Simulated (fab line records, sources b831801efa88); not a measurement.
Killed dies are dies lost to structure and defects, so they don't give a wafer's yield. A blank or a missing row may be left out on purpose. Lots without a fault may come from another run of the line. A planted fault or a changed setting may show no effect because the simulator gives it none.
Which tool did it? | flow gf180mcu | 24 lots, 72 wafers sampled, at 4 steps of a route of 602

WHAT THE GAUGES READ, wafer by wafer
GF_V3_BOW_MEAS_05. Usual: V3_BOW 117 um, standard deviation 8.9.
lot  | measured     | on            | V3_BOW (um) | flag
L074 | day 21 03:08 | film_metro-04 | 117 114 128 |
L075 | day 21 08:44 | film_metro-04 | 120 108 116 |
L076 | day 21 22:06 | film_metro-03 | 115 109 107 |
L077 | day 22 03:35 | film_metro-03 | 108 111 112 |
L078 | day 22 23:53 | film_metro-02 | 131 118 116 |
L079 | day 23 01:46 | film_metro-04 | 109 114 116 |
L080 | day 23 11:08 | film_metro-03 | 137 118 135 |
L081 | day 23 23:53 | film_metro-04 | 128 117 118 |
L082 | day 24 21:25 | film_metro-02 | 118 127 114 |
L083 | day 25 05:29 | film_metro-03 | 130 121 119 |
L084 | day 25 08:25 | film_metro-02 | 128 131 134 |
L085 | day 25 21:52 | film_metro-02 | 111 117 111 |
L086 | day 26 02:13 | film_metro-03 | 114 113 121 |
L087 | day 26 08:10 | film_metro-02 | 111 121 133 |
L089 | day 26 13:32 | film_metro-02 | 119 107 115 |
L088 | day 26 19:27 | film_metro-02 | 115 123 118 |
L090 | day 26 23:56 | film_metro-03 | 120 120 118 |
L092 | day 27 12:53 | film_metro-04 | 107 111 121 |
L091 | day 27 13:21 | film_metro-03 | 123 127 117 |
L093 | day 28 03:46 | film_metro-04 | 96 117 112  |
L094 | day 28 06:47 | film_metro-02 | 90 100 96   |
L095 | day 28 09:16 | film_metro-03 | 109 111 103 |
L096 | day 28 16:28 | film_metro-02 | 114 119 100 |
L097 | day 28 22:45 | film_metro-04 | 120 106 118 |

GF_V4_BOW_MEAS_05. Usual: V4_BOW 137 um, standard deviation 9.6.
lot  | measured     | on            | V4_BOW (um) | flag
L074 | day 23 05:04 | film_metro-01 | 137 133 148 |
L075 | day 23 09:31 | film_metro-01 | 145 132 141 |
L076 | day 23 23:38 | film_metro-04 | 125 119 116 |
L077 | day 24 05:16 | film_metro-02 | 124 128 129 |
L078 | day 24 23:32 | film_metro-01 | 150 138 136 |
L079 | day 25 02:19 | film_metro-04 | 132 135 138 |
L080 | day 25 10:08 | film_metro-04 | 151 132 147 |
L081 | day 25 22:23 | film_metro-01 | 145 133 136 |
L082 | day 26 18:07 | film_metro-01 | 141 152 139 |
L083 | day 27 02:28 | film_metro-02 | 150 141 137 |
L084 | day 27 05:02 | film_metro-01 | 153 156 159 |
L085 | day 27 17:46 | film_metro-02 | 130 137 130 |
L086 | day 27 22:07 | film_metro-02 | 138 137 145 |
L087 | day 28 03:28 | film_metro-02 | 136 146 157 |
L089 | day 28 07:50 | film_metro-04 | 141 128 136 |
L088 | day 28 13:43 | film_metro-01 | 135 145 139 |
L090 | day 28 19:50 | film_metro-04 | 130 130 130 |
L092 | day 29 05:58 | film_metro-04 | 130 133 145 |
L091 | day 29 07:32 | film_metro-01 | 141 144 135 |
L093 | day 29 20:59 | film_metro-01 | 121 143 135 |
L094 | day 29 22:33 | film_metro-02 | 115 124 120 |
L095 | day 30 02:16 | film_metro-02 | 120 124 115 |
L096 | day 30 09:02 | film_metro-04 | 133 139 120 |
L097 | day 30 15:05 | film_metro-01 | 136 124 134 |

WHICH TOOL RAN EACH LOT (tool, then ch and the chambers of the sampled wafers, then the start)
lot  | GF_V2_CVD_02                    | GF_M3_SPUTTER_04
L074 | pecvd-01 ch 0,2, day 18 22:56   | pvd_sputter-02, day 20 01:12
L075 | pecvd-04 ch 0,2, day 19 05:08   | pvd_sputter-04, day 20 07:07
L076 | pecvd-04 ch 1,2, day 19 18:43   | pvd_sputter-04, day 20 20:47
L077 | pecvd-01 ch 1,2, day 20 00:50   | pvd_sputter-01, day 21 02:52
L078 | pecvd-04 ch 1,2, day 20 22:04   | pvd_sputter-01, day 21 23:41
L079 | pecvd-02 ch 1,2, day 20 22:46   | pvd_sputter-02, day 22 00:53
L080 | pecvd-02 ch 0,1,2, day 21 09:10 | pvd_sputter-02, day 22 10:29
L081 | pecvd-02 ch 0,1, day 21 22:35   | pvd_sputter-04, day 22 23:44
L082 | pecvd-01 ch 1,2, day 22 20:31   | pvd_sputter-04, day 23 21:40
L083 | pecvd-02 ch 0,2, day 23 05:28   | pvd_sputter-04, day 24 06:19
L084 | pecvd-02 ch 0,1,2, day 23 08:33 | pvd_sputter-01, day 24 09:14
L085 | pecvd-02 ch 1,2, day 23 22:51   | pvd_sputter-02, day 24 22:43
L086 | pecvd-02 ch 0,1,2, day 24 02:42 | pvd_sputter-02, day 25 03:07
L087 | pecvd-01 ch 0,2, day 24 09:32   | pvd_sputter-02, day 25 09:10
L089 | pecvd-02 ch 0,1,2, day 24 14:38 | pvd_sputter-02, day 25 15:28
L088 | pecvd-04 ch 0,2, day 24 21:40   | pvd_sputter-04, day 25 21:26
L090 | pecvd-02 ch 0,1,2, day 25 02:11 | pvd_sputter-01, day 26 01:48
L092 | pecvd-02 ch 0,1,2, day 25 14:15 | pvd_sputter-02, day 26 14:16
L091 | pecvd-02 ch 0,1,2, day 25 16:15 | pvd_sputter-02, day 26 15:44
L093 | pecvd-02 ch 1,2, day 26 08:37   | pvd_sputter-01, day 27 06:56
L094 | pecvd-04 ch 0,2, day 26 10:30   | pvd_sputter-01, day 27 08:40
L095 | pecvd-01 ch 0,1, day 26 13:10   | pvd_sputter-04, day 27 12:40
L096 | pecvd-02 ch 0,1,2, day 26 21:14 | pvd_sputter-01, day 27 19:26
L097 | pecvd-01 ch 0,2, day 27 03:27   | pvd_sputter-02, day 28 01:54
- GF_V2_CVD_02: deposits SiO2 from TEOS, target thk 850 nm, time 94.851 s.
- GF_M3_SPUTTER_04: material TiN, target thk 50 nm, time 41.7 s.

WHAT THE TOOLS THEMSELVES READ (means of the sampled wafers that have a number; where no wafer has one, the mark that the record gives instead)
GF_V2_CVD_02. Usual: heater_power_w 679 W, standard deviation 96.
lot  | tool     | heater_power_w (W) | flag
L074 | pecvd-01 | 679                |
L075 | pecvd-04 | 789                |
L076 | pecvd-04 | 681                |
L077 | pecvd-01 | 735                |
L078 | pecvd-04 | 747                |
L079 | pecvd-02 | 694                |
L080 | pecvd-02 | 657                |
L081 | pecvd-02 | 615                |
L082 | pecvd-01 | 650                |
L083 | pecvd-02 | 764                |
L084 | pecvd-02 | 632                |
L085 | pecvd-02 | 712                |
L086 | pecvd-02 | 660                |
L087 | pecvd-01 | 638                |
L089 | pecvd-02 | 680                |
L088 | pecvd-04 | 742                |
L090 | pecvd-02 | 726                |
L092 | pecvd-02 | 705                |
L091 | pecvd-02 | 658                |
L093 | pecvd-02 | 707                |
L094 | pecvd-04 | 735                |
L095 | pecvd-01 | 576                |
L096 | pecvd-02 | 716                |
L097 | pecvd-01 | 660                |

GF_M3_SPUTTER_04. Usual: throttle_valve_pct 29.6 %, standard deviation 1.1.
lot  | tool           | throttle_valve_pct (%) | flag
L074 | pvd_sputter-02 | 29.1                   |
L075 | pvd_sputter-04 | 30.1                   |
L076 | pvd_sputter-04 | 30.2                   |
L077 | pvd_sputter-01 | 29.1                   |
L078 | pvd_sputter-01 | 28.8                   |
L079 | pvd_sputter-02 | 29.6                   |
L080 | pvd_sputter-02 | 29.9                   |
L081 | pvd_sputter-04 | 30.7                   |
L082 | pvd_sputter-04 | 30.8                   |
L083 | pvd_sputter-04 | 29.5                   |
L084 | pvd_sputter-01 | 29.5                   |
L085 | pvd_sputter-02 | 28.9                   |
L086 | pvd_sputter-02 | 29.2                   |
L087 | pvd_sputter-02 | 30.0                   |
L089 | pvd_sputter-02 | 29.7                   |
L088 | pvd_sputter-04 | 30.9                   |
L090 | pvd_sputter-01 | 29.9                   |
L092 | pvd_sputter-02 | 29.6                   |
L091 | pvd_sputter-02 | 28.9                   |
L093 | pvd_sputter-01 | 29.1                   |
L094 | pvd_sputter-01 | 28.5                   |
L095 | pvd_sputter-04 | 30.5                   |
L096 | pvd_sputter-01 | 28.9                   |
L097 | pvd_sputter-02 | 28.9                   |

THE ANSWER, worked out from the rows above alone
Rule: a lot is off if the mean of its wafers that have a number lies more than 3 standard deviations from the usual mean. A lot without any number at a reading at which 4 lots or more have one is off too. The other lots that the step has rows for count as sound. The gauges are gone through in route order, then the tools' own readings, and for those a lot's mean is taken as printed above. The first step at which some lot is off is used, and at that step the reading that is off furthest; a lot without a number counts as furthest.
No lot is off at any reading shown: from this, nothing can be told.

WHAT THE SIMULATOR HAD PUT IN
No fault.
